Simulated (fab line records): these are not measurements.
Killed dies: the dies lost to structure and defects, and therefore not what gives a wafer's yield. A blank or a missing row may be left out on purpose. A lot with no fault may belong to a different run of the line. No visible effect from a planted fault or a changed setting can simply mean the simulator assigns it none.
fab line records	flow sky130
record: lots: 12	wafers: 35	last-day: 50
route steps=708 shown VIA3@588 CAP2M@617 METAL4@626 VIA4@642 PAD_OPEN@708
lots that met no fault: from a run of the same line without faults
start-h: hours from the record's opening day to when the first of the lot's shown wafers began	wait-h: how many hours have passed since the lot's step before this one	" as in the row above	L1.1+2: a single row standing in for several wafers	- no value, or no start given	* or withheld: withheld	< > ~ a bound
route shown NAME@n: NAME is a module with steps in the file, n the number in the route of the first one	usual: mean and standard deviation over wafers with no fault	same: alike in all rows	chamber/n: place in a boat	sites: per-site readings	_std_site: how widely they spread, as a standard deviation	_edge_site: mean of outer sites minus mean of inner sites	radius-mm: how far each site lies from the wafer's centre	mask NAME#n: copy n	behind: the most recent tool/chamber to have shaped the wafer	hold: the reason the lot was held/the length of the hold in hours/how it ended	device: the n, p or np transistor that did not switch	end of line: tests run on the same wafers once the route is complete	a step given without rows: its recipe and nothing more	killed: count of dies lost to structure and defects at first sort (not the wafer's yield)	map: a wafer's dies, marking killed ones x, the rest . and places with no die _
set.NAME: the setting that was run; set.NAME@STEP: the one run at that earlier step	model.NAME: the simulator's own value behind a step, which no gauge read
the route's steps for a sample of lots (tables are steps, rows are wafers)
services: a tool's chamber out of use, with start hour (start-h, from the record's first day; less than 0 if before it), hours out, and reason
== steps ==
step: SKY_VIA3_ETCH_15
recipe: target: SiO2	chemistry: C4F8/O2/Ar	target-depth-nm: 507	stop-on: TiN	mask-material: KrF-thick	source-w: 1500	bias-w: 1200	pressure-mtorr: 40	c4f8-flow-sccm: withheld	O2_flow_sccm: 6	Ar_flow_sccm: 300	time-s: 78
usual: oes-product-au: 0.946/0.004
lot.wafer	tool	chamber	start-h	wait-h	oes-product-au	rf-hours-counter-h
L720.1	rie-diel-02	0	944.47	0.0	0.946	21
L720.3	"	2	"	"	0.951	13
L720.4	"	3	"	"	0.944	14
L721.1	rie-diel-02	2	952.07	0.0	0.948	13
L721.2	"	1	"	"	0.941	17
L721.6	"	2	"	"	0.942	-
L722.1	rie-diel-03	1	961.42	0.0	0.944	11
L722.3	"	3	"	"	0.943	17
L722.4	"	0	"	"	0.949	20
L724.4	rie-diel-01	2	972.32	0.0	0.951	8
L724.5	"	2	"	"	0.950	-
L724.6	"	3	"	"	0.949	-
L728.1	rie-diel-01	3	1001.47	0.0	0.935	2
L728.2	"	1	"	"	0.945	20
L728.4	"	0	"	"	0.939	20
L730.2	rie-diel-01	1	1015.12	0.0	0.946	20
L730.3	"	2	"	"	0.948	9
L730.6	"	3	"	"	0.945	-
L729.2	rie-diel-02	2	1016.37	0.0	0.943	15
L729.5	"	2	"	"	0.945	-
L729.6	"	1	"	"	0.942	-
L731.4	rie-diel-01	3	1020.00	0.0	0.945	3
L731.5	"	2	"	"	0.940	-
L732.4	rie-diel-02	3	1027.72	0.0	0.950	17
L732.5	"	0	"	"	0.952	-
L732.6	"	1	"	"	0.948	-
L733.2	rie-diel-01	2	1033.07	0.0	0.941	10
L733.3	"	3	"	"	0.951	3
L733.6	"	1	"	"	0.944	-
L739.2	rie-diel-02	2	1070.37	0.0	0.946	17
L739.3	"	0	"	"	0.948	25
L739.5	"	0	"	"	0.941	-
L740.2	rie-diel-01	0	1071.07	0.0	0.949	22
L740.3	"	2	"	"	0.948	11
L740.4	"	3	"	"	0.944	4
step: SKY_CAP2M_STRIP_14
recipe: chemistry: O2/N2	power-w: 1400	pressure-mtorr: 1500	platen-temp-c: withheld	o2-flow-sccm: 3000	n2-flow-sccm: 300	overash-fraction: 0.5
usual: drypump-motor-current-A: 5.5/0.42	oes-product-au: 0.710/0.0049	strip-time-to-endpoint-s: 12.67/0.041
lot.wafer	tool	chamber	start-h	wait-h	drypump-motor-current-A	oes-product-au	rf-hours-counter-h	strip-time-to-endpoint-s
L720.1	plasma-asher-03	0	970.01	0.1	6.0	0.717	24	12.70
L720.3	"	0	"	"	6.0	0.706	-	12.71
L720.4	"	1	"	"	5.9	0.709	-	12.76
L721.1	plasma-asher-01	1	977.58	0.1	5.4	0.712	59	12.58
L721.2	"	0	"	"	4.8	0.717	59	12.65
L721.6	"	1	"	"	5.5	0.712	-	12.66
L722.1	plasma-asher-01	0	987.23	0.1	4.8	0.713	61	12.65
L722.3	"	1	"	"	5.4	0.715	-	12.66
L722.4	"	0	"	"	4.8	0.720	-	12.67
L724.4	plasma-asher-04	0	997.05	0.1	5.1	0.712	-	12.70
L724.5	"	1	"	"	5.2	0.708	-	12.67
L724.6	"	0	"	"	5.1	0.710	-	12.67
L728.1	plasma-asher-03	1	1025.58	0.1	5.8	0.702	30	12.66
L728.2	"	0	"	"	6.0	0.709	30	12.66
L728.4	"	0	"	"	6.0	0.715	-	12.68
L730.2	plasma-asher-03	1	1039.01	0.1	5.9	0.702	31	12.62
L730.3	"	0	"	"	6.0	0.709	-	12.63
L730.6	"	1	"	"	5.8	0.711	-	12.65
L729.2	plasma-asher-01	1	1039.83	0.1	5.5	0.711	65	12.70
L729.5	"	1	"	"	5.5	0.720	-	12.77
L729.6	"	0	"	"	4.8	0.709	-	12.68
L731.4	plasma-asher-04	0	1044.25	0.1	5.1	0.711	-	12.68
L731.5	"	0	"	"	5.1	0.711	-	12.68
L732.4	plasma-asher-03	0	1051.77	0.1	6.0	0.710	-	12.62
L732.5	"	0	"	"	6.0	0.710	-	12.66
L732.6	"	1	"	"	5.8	0.701	-	12.64
L733.2	plasma-asher-01	1	1056.56	0.1	5.4	0.715	67	12.74
L733.3	"	0	"	"	4.8	0.712	-	12.76
L733.6	"	0	"	"	4.8	0.713	-	12.71
L739.2	plasma-asher-03	1	1093.28	0.1	5.9	0.713	37	12.63
L739.3	"	0	"	"	6.0	0.708	-	12.67
L739.5	"	0	"	"	6.0	0.716	-	12.65
L740.2	plasma-asher-04	0	1093.89	0.1	5.1	0.711	3	12.70
L740.3	"	0	"	"	5.1	0.710	-	12.76
L740.4	"	1	"	"	5.2	0.708	-	12.72
step: SKY_METAL4_EXPOSE_10
recipe: mask-id: MM4	na: 0.68	source-shape: annular	sigma-inner: 0.4	sigma-outer: 0.8	target-cd-nm: 300	dose-mj: 28
same: sigma-outer: 0.8
lot.wafer	tool	chamber	start-h	wait-h	mask
L720.1+3+4	krf-scanner-02	0	982.55	-	MM4#0
L721.1+2+6	krf-scanner-01	0	990.40	-	MM4#0
L722.1+3+4	krf-scanner-01	0	999.21	-	MM4#0
L724.4+5+6	krf-scanner-02	0	1009.23	-	MM4#0
L728.1+2+4	krf-scanner-02	0	1037.26	-	MM4#0
L730.2+3+6	krf-scanner-02	0	1051.08	-	MM4#0
L729.2+5+6	krf-scanner-01	0	1051.54	-	MM4#0
L731.4+5	krf-scanner-02	0	1055.53	-	MM4#0
L732.4+5+6	krf-scanner-02	0	1062.91	-	MM4#0
L733.2+3+6	krf-scanner-02	0	1068.38	-	MM4#0
L739.2+3+5	krf-scanner-01	0	1103.74	-	MM4#0
L740.2+3+4	krf-scanner-01	0	1104.48	-	MM4#0
step: SKY_METAL4_CD_MEAS_13
recipe: target-cd-nm: 300
usual: cd-nm: 299.9/1.2
lot.wafer	tool	chamber	start-h	wait-h	cd-nm
L720.1	cd-sem-02	-	994.62	-	297.6
L720.3	"	-	"	"	298.8
L720.4	"	-	"	"	299.6
L721.1	cd-sem-02	-	1002.15	-	301.2
L721.2	"	-	"	"	301.1
L721.6	"	-	"	"	299.9
L722.1	cd-sem-01	-	1010.10	-	298.8
L722.3	"	-	"	"	299.8
L722.4	"	-	"	"	299.1
L724.4	cd-sem-02	-	1020.63	-	299.0
L724.5	"	-	"	"	298.8
L724.6	"	-	"	"	300.6
L728.1	cd-sem-02	-	1048.50	-	298.8
L728.2	"	-	"	"	300.5
L728.4	"	-	"	"	299.1
L730.2	cd-sem-02	-	1061.14	-	301.6
L730.3	"	-	"	"	300.8
L730.6	"	-	"	"	301.8
L729.2	cd-sem-01	-	1061.49	-	301.8
L729.5	"	-	"	"	302.0
L729.6	"	-	"	"	299.8
L731.4	cd-sem-02	-	1066.48	-	287.3
L731.5	"	-	"	"	300.8
L732.4	cd-sem-02	-	1073.51	-	286.1
L732.5	"	-	"	"	300.0
L732.6	"	-	"	"	300.0
L733.2	cd-sem-01	-	1078.54	-	287.4
L733.3	"	-	"	"	300.5
L733.6	"	-	"	"	300.5
L739.2	cd-sem-02	-	1113.77	-	301.0
L739.3	"	-	"	"	300.6
L739.5	"	-	"	"	299.5
L740.2	cd-sem-01	-	1114.34	-	297.8
L740.3	"	-	"	"	300.1
L740.4	"	-	"	"	298.4
step: SKY_VIA4_BOW_MEAS_03
recipe: mode: bow
usual: VIA4_BOW: 82/10
lot.wafer	tool	chamber	start-h	wait-h	VIA4_BOW[um]
L720.1	film-metro-04	-	996.32	0.2	75
L720.3	"	-	"	"	84
L720.4	"	-	"	"	85
L721.1	film-metro-03	-	1003.76	0.1	69
L721.2	"	-	"	"	84
L721.6	"	-	"	"	90
L722.1	film-metro-03	-	1011.84	0.2	83
L722.3	"	-	"	"	79
L722.4	"	-	"	"	63
L724.4	film-metro-04	-	1022.28	0.3	103
L724.5	"	-	"	"	79
L724.6	"	-	"	"	87
L728.1	film-metro-04	-	1050.11	0.2	77
L728.2	"	-	"	"	81
L728.4	"	-	"	"	73
L730.2	film-metro-03	-	1062.76	0.3	93
L730.3	"	-	"	"	89
L730.6	"	-	"	"	88
L729.2	film-metro-04	-	1063.11	0.3	66
L729.5	"	-	"	"	59
L729.6	"	-	"	"	53
L731.4	film-metro-02	-	1068.09	0.2	91
L731.5	"	-	"	"	85
L732.4	film-metro-04	-	1075.21	0.3	63
L732.5	"	-	"	"	80
L732.6	"	-	"	"	73
L733.2	film-metro-02	-	1080.15	0.1	88
L733.3	"	-	"	"	80
L733.6	"	-	"	"	86
L739.2	film-metro-04	-	1115.57	0.2	69
L739.3	"	-	"	"	73
L739.5	"	-	"	"	77
L740.2	film-metro-03	-	1116.13	0.3	81
L740.3	"	-	"	"	71
L740.4	"	-	"	"	72
step: SKY_PAD_OPEN_PROBE_99
usual: defect-limited-yield: 82.4/2	killed_at_M0_to_M3: 44/6.8	killed_at_M4_up: 3.4/2	killed-at-contacts: 24/5.2	killed-at-front-end: 15/5.2	killed-at-other: 0.2/0.46	killed-dies: 87/9.8	killed-open: 47/7.5	killed-short: 39/6.8	sort_bin_3_pad_short: 0.8/0.37	sort_bin_5_function: 10.5/1.5	sort_bin_6_memory: 6.3/1.2	sort-n-pass: 405/9.8	sort-yield-pct: 82.4/2
same: gross-dies: 492	killed-at-back-side: 0	sort_bin_4_leakage[%]: 0	sort_bin_8_speed[%]: 0
lot.wafer	tool	chamber	start-h	wait-h	defect-limited-yield[%]	killed_at_M0_to_M3	killed_at_M4_up	killed-at-contacts	killed-at-front-end	killed-at-other	killed-dies	killed-open	killed-short	sort_bin_3_pad_short[%]	sort_bin_5_function[%]	sort_bin_6_memory[%]	sort-n-pass	sort-yield-pct[%]
L720.1	prober-02	-	1089.34	0.1	81.5	47	5	28	10	1	91	44	47	1.2	10.6	6.7	401	81.5
L720.3	prober-02	-	1089.44	0.2	78.9	51	2	30	21	0	104	51	53	0.8	12.6	7.7	388	78.9
L720.4	prober-02	-	1089.49	0.2	80.9	43	3	28	20	0	94	56	38	0.2	12.6	6.3	398	80.9
L721.1	prober-01	-	1095.38	0.1	80.9	35	3	26	29	1	94	51	43	0.8	11.8	6.5	398	80.9
L721.2	prober-01	-	1095.43	0.1	84.1	35	2	23	18	0	78	44	34	0.6	7.9	7.3	414	84.1
L721.6	prober-01	-	1095.63	0.2	83.7	41	3	19	17	0	80	44	36	1.4	11.0	3.9	412	83.7
L728.1	prober-02	-	1136.76	0.1	85.0	38	1	22	13	0	74	42	32	0.6	8.1	6.3	418	85.0
L728.2	prober-02	-	1136.81	0.1	84.3	42	2	16	17	0	77	51	26	0.8	9.1	5.7	415	84.3
L728.4	prober-02	-	1136.91	0.2	80.9	39	3	24	27	1	94	46	48	1.2	11.0	6.9	398	80.9
L731.4	prober-01	-	1150.68	0.2	81.9	54	1	24	10	0	89	42	47	1.6	11.0	5.5	403	81.9
L731.5	prober-01	-	1150.73	0.2	85.4	36	3	23	10	0	72	42	30	1.2	8.5	4.9	420	85.4
L733.2	prober-01	-	1162.84	0.1	81.9	46	5	27	11	0	89	40	49	0.6	10.8	6.7	403	81.9
L733.3	prober-01	-	1162.89	0.2	84.6	41	1	23	11	0	76	42	34	1.4	8.7	5.3	416	84.6
L733.6	prober-01	-	1163.04	0.2	82.7	46	4	27	8	0	85	43	42	1.0	8.5	7.7	407	82.7
L739.2	prober-01	-	1191.28	0.1	84.6	33	4	24	14	1	76	42	34	0.6	6.9	7.9	416	84.6
L739.3	prober-01	-	1191.33	0.2	80.5	48	5	26	17	0	96	53	43	0.6	13.0	5.9	396	80.5
L739.5	prober-01	-	1191.43	0.2	80.3	50	0	27	20	0	97	64	33	1.0	11.2	7.5	395	80.3
killed by level:class
L720.1 VIA1:geometric-particle:open=14 METAL1:geometric-particle:short=11 LI_CONTACT:geometric-particle:open=8 LOCAL_INTERCONNECT:geometric-particle:short=6 CONTACT:geometric-particle:open=6 CONTACT:geometric-particle:short=5 VIA1:geometric-particle:short=4 METAL2:geometric-particle:short=4
L720.3 LI_CONTACT:geometric-particle:open=10 CONTACT:geometric-particle:open=10 METAL1:geometric-particle:short=10 VIA1:geometric-particle:short=8 VIA2:geometric-particle:open=8 VIA1:geometric-particle:open=7 CONTACT:geometric-particle:short=6 POLY_GATE:geometric-particle:short=5
L720.4 CONTACT:geometric-particle:open=14 VIA1:geometric-particle:open=13 POLY_GATE:geometric-particle:short=8 FIELD_ISO:geometric-particle:open=6 LI_CONTACT:geometric-particle:open=6 CONTACT:geometric-particle:short=5 VIA2:geometric-particle:short=5 VIA2:geometric-particle:open=5
L721.1 CONTACT:geometric-particle:open=9 FIELD_ISO:geometric-particle:open=8 LI_CONTACT:geometric-particle:open=8 FIELD_ISO:geometric-particle:short=7 VIA1:geometric-particle:open=7 METAL1:geometric-particle:short=5 METAL2:geometric-particle:short=5 POLY_GATE:geometric-particle:open=4
L721.2 VIA1:geometric-particle:open=13 CONTACT:geometric-particle:open=11 METAL1:geometric-particle:short=7 FIELD_ISO:geometric-particle:short=4 VIA3:geometric-particle:open=4 LI_CONTACT:geometric-particle:open=4 FIELD_ISO:geometric-particle:open=3 POLY_GATE:geometric-particle:open=3
L721.6 CONTACT:geometric-particle:open=10 VIA2:geometric-particle:open=10 VIA1:geometric-particle:open=8 POLY_GATE:geometric-particle:short=7 VIA3:geometric-particle:open=6 METAL1:geometric-particle:short=5 FIELD_ISO:geometric-particle:open=4 FIELD_ISO:geometric-particle:short=4
L728.1 CONTACT:geometric-particle:open=10 VIA1:geometric-particle:open=8 VIA3:geometric-particle:open=8 CONTACT:geometric-particle:short=5 POLY_GATE:geometric-particle:short=5 VIA1:geometric-particle:short=5 POLY_GATE:geometric-particle:open=4 LI_CONTACT:geometric-particle:open=4
L728.2 VIA1:geometric-particle:open=16 VIA3:geometric-particle:open=7 LI_CONTACT:geometric-particle:open=5 CONTACT:geometric-particle:open=5 FIELD_ISO:geometric-particle:short=4 LI_CONTACT:geometric-particle:short=4 VIA2:geometric-particle:open=4 FIELD_ISO:geometric-particle:open=3
L728.4 POLY_GATE:geometric-particle:short=10 LI_CONTACT:geometric-particle:open=9 FIELD_ISO:geometric-particle:short=8 VIA1:geometric-particle:open=8 CONTACT:geometric-particle:open=7 VIA3:geometric-particle:open=6 METAL1:geometric-particle:short=6 VIA2:geometric-particle:open=6
L731.4 VIA2:geometric-particle:open=10 VIA1:geometric-particle:open=8 LI_CONTACT:geometric-particle:open=7 VIA3:geometric-particle:open=7 VIA1:geometric-particle:short=6 METAL2:geometric-particle:short=6 VIA3:geometric-particle:short=6 LI_CONTACT:geometric-particle:short=5
L731.5 VIA1:geometric-particle:open=8 LI_CONTACT:geometric-particle:open=7 VIA2:geometric-particle:open=7 LOCAL_INTERCONNECT:geometric-particle:short=5 CONTACT:geometric-particle:open=5 FIELD_ISO:geometric-particle:open=4 VIA1:geometric-particle:short=4 VIA2:geometric-particle:short=4
L733.2 VIA1:geometric-particle:open=9 VIA3:geometric-particle:open=8 CONTACT:geometric-particle:short=7 METAL2:geometric-particle:short=7 METAL1:geometric-particle:short=6 LI_CONTACT:geometric-particle:open=6 LOCAL_INTERCONNECT:geometric-particle:short=5 FIELD_ISO:geometric-particle:short=4
L733.3 CONTACT:geometric-particle:open=9 VIA1:geometric-particle:open=7 VIA3:geometric-particle:open=6 METAL2:geometric-particle:short=5 VIA1:geometric-particle:short=5 VIA2:geometric-particle:open=5 LI_CONTACT:geometric-particle:open=4 CONTACT:geometric-particle:short=4
L733.6 CONTACT:geometric-particle:open=13 VIA1:geometric-particle:open=13 METAL2:geometric-particle:short=11 CONTACT:geometric-particle:short=5 METAL1:geometric-particle:short=5 FIELD_ISO:geometric-particle:short=4 LI_CONTACT:geometric-particle:open=4 LOCAL_INTERCONNECT:geometric-particle:short=3
L739.2 VIA1:geometric-particle:open=10 CONTACT:geometric-particle:open=8 LI_CONTACT:geometric-particle:open=5 VIA3:geometric-particle:open=5 VIA3:geometric-particle:short=5 LOCAL_INTERCONNECT:geometric-particle:short=4 CONTACT:geometric-particle:short=4 VIA2:geometric-particle:open=4
L739.3 VIA2:geometric-particle:open=10 LI_CONTACT:geometric-particle:open=8 VIA1:geometric-particle:open=8 METAL1:geometric-particle:short=7 VIA3:geometric-particle:open=6 CONTACT:geometric-particle:short=6 CONTACT:geometric-particle:open=5 METAL2:geometric-particle:short=5
L739.5 VIA1:geometric-particle:open=20 LI_CONTACT:geometric-particle:open=8 VIA2:geometric-particle:open=8 POLY_GATE:geometric-particle:open=7 CONTACT:geometric-particle:open=6 LOCAL_INTERCONNECT:geometric-particle:short=6 POLY_GATE:geometric-particle:short=5 METAL2:geometric-particle:short=5
== services ==
tool	chamber	start-h	hours	kind
krf-scanner-02	-	935.36	0.8	pm
plasma-asher-03	-	937.74	2.8	pm
rie-diel-01	3	938.13	12.2	repair
krf-scanner-02	-	950.92	4.3	repair
rie-diel-03	3	952.39	1.4	repair
krf-scanner-02	-	961.47	0.3	repair
krf-scanner-02	-	991.35	0.5	repair
krf-scanner-02	-	996.64	1.5	repair
krf-scanner-01	-	1013.40	1.3	pm
krf-scanner-02	-	1020.15	1.0	pm
krf-scanner-01	-	1029.92	0.8	pm
krf-scanner-01	-	1033.94	1.0	pm
rie-diel-01	1	1039.92	1.5	repair
krf-scanner-01	-	1047.19	0.9	repair
plasma-asher-01	-	1048.08	2.8	pm
plasma-asher-04	-	1055.25	9.0	pm
plasma-asher-04	0	1055.25	9.0	vent-cycle
plasma-asher-04	1	1055.25	9.0	vent-cycle
plasma-asher-04	0	1064.25	-	clean
krf-scanner-02	-	1071.72	1.3	pm
krf-scanner-02	-	1093.25	0.5	repair
rie-diel-02	1	1096.57	46.1	repair
rie-diel-01	-	1097.53	0.6	repair
krf-scanner-02	-	1104.16	0.8	pm
== key ==
first-sign: step: SKY_METAL4_CD_MEAS_13	reading: cd-nm	direction: down	sigmas: 11	usual: 299.9	struck: 286.9
effect none on later readings
met-at SKY_METAL4_EXPOSE_10
struck-lots L731,L732,L733
struck-wafers L731.4,L732.4,L733.2
not-acting-at SKY_VIA3_ETCH_15,SKY_CAP2M_STRIP_14,SKY_VIA4_BOW_MEAS_03
onset-between 1051.08 1055.53
fault: kind: process-parameter-drift	tool: krf-scanner-02	chamber: -	onset-h: 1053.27	steps: SKY_METAL4_EXPOSE_10	channel: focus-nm	offset: 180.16	shape: step	end-h: 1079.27	scope: struck-wafers-only
